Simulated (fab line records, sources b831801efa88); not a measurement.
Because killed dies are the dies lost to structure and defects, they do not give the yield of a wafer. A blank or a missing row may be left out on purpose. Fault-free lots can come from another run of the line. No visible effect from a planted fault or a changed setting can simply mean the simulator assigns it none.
Comparing a struck lot with a sound one | flow sky130 | 42 steps out of a route of 708
Sound: wafers L653.1, L653.4, L653.5. Struck: wafers L647.1, L647.2, L647.5. The cause comes at the end.
Order at every step that has rows: each side's tool, ch and its chambers, its first start. Under that, the readings that differ: sound wafers | struck wafers | difference of the means | sigmas: that difference in standard deviations of wafers without a fault.
alike: readings with means less than 2 such deviations apart, plus words and numbers identical on both sides. not compared: withheld readings, readings lacking a value on some wafer, bounds such as >300 that could conceal the same value, and numbers that have no deviation in the record and whose values overlap.
A row with sigmas, a row that says differs or no value, or rows on one side alone: a step with any of these is where the two part. Numbers that don't overlap but have no deviation are shown without sigmas and don't part them. A reading missing from all wafers of one side parts the sides only when that side holds two or more wafers.

SKY_NWELL_TW_MEAS_15:
  sound on film_metro-02 at day 8 19:55; struck on film_metro-02 at day 7 14:05
  alike: NWELL_TW
then, 7 steps without rows for these wafers: SKY_NWELL_DEHYDRATE_16 (time 60 s); SKY_NWELL_HMDS_17 (prime time 60 s); SKY_NWELL_COAT_18 (resist thk 3000 nm); SKY_NWELL_SOFTBAKE_19; SKY_NWELL_EXPOSE_20 (exposes mask NWM COMPLEMENT, target cd 840 nm); SKY_NWELL_PEB_21; SKY_NWELL_DEVELOP_22 (develop time 60 s).
SKY_NWELL_OVL_MEAS_23:
  sound on overlay-01 at day 9 17:28; struck on overlay-02 at day 8 10:01
  reading           | sound       | struck         | difference | sigmas
  NWELL_01_OVL (nm) | 1.9 0.6 1.1 | -1.4 -1.9 -1.0 | -2.6       | -2
after that, 1 step had no rows for these wafers: SKY_NWELL_IMPLANT_24.
SKY_NWELL_STRIP_25: strips in O2/N2.
  sound on plasma_asher-04 ch 0,1, day 9 17:40; struck on plasma_asher-04 ch 0,1, day 8 10:13
  reading                      | sound             | struck            | difference | sigmas
  strip_time_to_endpoint_s (s) | 37.07 37.08 37.02 | 36.83 36.88 36.74 | -0.24      | -2
  alike: drypump_motor_current_A, o2_flow_sccm, oes_product_au
  not compared: rf_hours_counter_h
SKY_NWELL_TW_MEAS_26:
  sound on film_metro-04 at day 9 17:46; struck on film_metro-04 at day 8 10:19
  alike: NWELL_2_TW
SKY_NWELL_CLEAN_27: cleans in SC1/SC2, time 150 s.
  sound on wet_bench-01 ch 3, day 9 17:49; struck on wet_bench-02 ch 0, day 8 10:22
SKY_NWELL_RTA_28: time 30 s.
  sound on rtp_anneal-01 ch 0, day 9 17:53; struck on rtp_anneal-02 ch 0, day 8 10:28
  alike: lamp_power_pct, wafer_temp_C_max
SKY_NWELL_RS_MEAS_29: measures by four-point-probe.
  sound on film_metro-02 at day 9 17:59; struck on film_metro-03 at day 8 10:34
  reading           | sound             | struck            | difference | sigmas
  NWELL_RS (ohm/sq) | 627.1 626.0 627.9 | 622.3 625.2 621.4 | -4.0       | -3
SKY_NWELL_RS_MEAS_31: measures by four-point-probe.
  sound on film_metro-02 at day 9 18:13; struck on film_metro-03 at day 8 10:49
  alike: PWDE_RS
then, 7 steps without rows for these wafers: SKY_VT_ADJUST_HVTP_DEHYDRATE_00 (time 60 s); SKY_VT_ADJUST_HVTP_HMDS_01 (prime time 60 s); SKY_VT_ADJUST_HVTP_COAT_02 (resist thk 1140 nm); SKY_VT_ADJUST_HVTP_SOFTBAKE_03 (time 60 s); SKY_VT_ADJUST_HVTP_EXPOSE_04 (exposes mask HVTPM, target cd 380 nm); SKY_VT_ADJUST_HVTP_PEB_05; SKY_VT_ADJUST_HVTP_DEVELOP_06 (develop time 60 s).
SKY_VT_ADJUST_HVTP_CD_MEAS_07 targets a cd of 380 nm.
  sound on cd_sem-01 at day 10 16:26; struck on cd_sem-02 at day 9 08:44
  alike: cd_nm
SKY_VT_ADJUST_HVTP_OVL_MEAS_08:
  sound on overlay-01 at day 10 16:34; struck on overlay-02 at day 9 08:52
  alike: VT_ADJUST_HVTP_OVL
after that, 1 step had no rows for these wafers: SKY_VT_ADJUST_HVTP_IMPLANT_09.
SKY_VT_ADJUST_HVTP_STRIP_10: strips in O2/N2.
  sound on plasma_asher-02 ch 0,1, day 10 16:45; struck on plasma_asher-03 ch 0,1, day 9 09:03
  reading                     | sound       | struck      | difference | sigmas
  drypump_motor_current_A (A) | 5.2 5.1 5.2 | 6.3 5.9 6.3 | +1.0       | +3
  alike: o2_flow_sccm, oes_product_au, strip_time_to_endpoint_s
  not compared: rf_hours_counter_h
SKY_VT_ADJUST_HVTP_TW_MEAS_11:
  sound on film_metro-03 at day 10 16:51; struck on film_metro-03 at day 9 09:09
  alike: VT_ADJUST_HVTP_TW
then, 7 steps without rows for these wafers: SKY_VT_ADJUST_LVTN_DEHYDRATE_00 (time 60 s); SKY_VT_ADJUST_LVTN_HMDS_01 (prime time 60 s); SKY_VT_ADJUST_LVTN_COAT_02 (resist thk 3000 nm); SKY_VT_ADJUST_LVTN_SOFTBAKE_03; SKY_VT_ADJUST_LVTN_EXPOSE_04 (exposes mask NWM COMPLEMENT LESS NATIVE, target cd 840 nm); SKY_VT_ADJUST_LVTN_PEB_05; SKY_VT_ADJUST_LVTN_DEVELOP_06 (develop time 60 s).
SKY_VT_ADJUST_LVTN_OVL_MEAS_07:
  sound on overlay-02 at day 11 16:14; struck on overlay-01 at day 10 07:08
  alike: VT_ADJUST_LVTN_OVL
after that, 1 step had no rows for these wafers: SKY_VT_ADJUST_LVTN_IMPLANT_08.
SKY_VT_ADJUST_LVTN_STRIP_09: strips in O2/N2.
  sound on plasma_asher-01 ch 0,1, day 11 16:25; struck on plasma_asher-01 ch 0,1, day 10 07:20
  alike: drypump_motor_current_A, o2_flow_sccm, oes_product_au, strip_time_to_endpoint_s
  not compared: rf_hours_counter_h
SKY_VT_ADJUST_LVTN_TW_MEAS_10:
  sound on film_metro-01 at day 11 16:31; struck on film_metro-01 at day 10 07:26
  alike: VT_ADJUST_LVTN_TW
then, 2 steps without rows for these wafers: SKY_VT_ADJUST_LVTN_DEHYDRATE_11 (time 60 s); SKY_VT_ADJUST_LVTN_HMDS_12 (prime time 60 s).
-- a jump in the record: the struck wafers' starts before and after are 39 days apart (it breaks off in module VT_ADJUST_LVTN and resumes in module PAD_OPEN, where the first step shown is number 708 of the route) --
SKY_PAD_OPEN_PROBE_99:
  sound on prober-01 at day 50 02:00; struck on prober-01 at day 49 01:13
  reading             | sound     | struck                                                                     | difference                   | sigmas
  hold                | - - -     | await_dispo/4.4h/release await_dispo/4.4h/release await_dispo/4.4h/release | no value on the sound wafers |
  killed_at_front_end | 22 18 8   | 54 52 57                                                                   | +38                          | +9
  killed_dies         | 100 79 88 | 117 122 114                                                                | +29                          | +3
  alike: killed_at_M0_to_M3, killed_at_M4_up, killed_at_contacts, killed_at_other, killed_open, killed_short

## WHERE THEY PART
First at SKY_NWELL_OVL_MEAS_23; last, within this record, at SKY_PAD_OPEN_PROBE_99.

WHY: what the simulator had put in
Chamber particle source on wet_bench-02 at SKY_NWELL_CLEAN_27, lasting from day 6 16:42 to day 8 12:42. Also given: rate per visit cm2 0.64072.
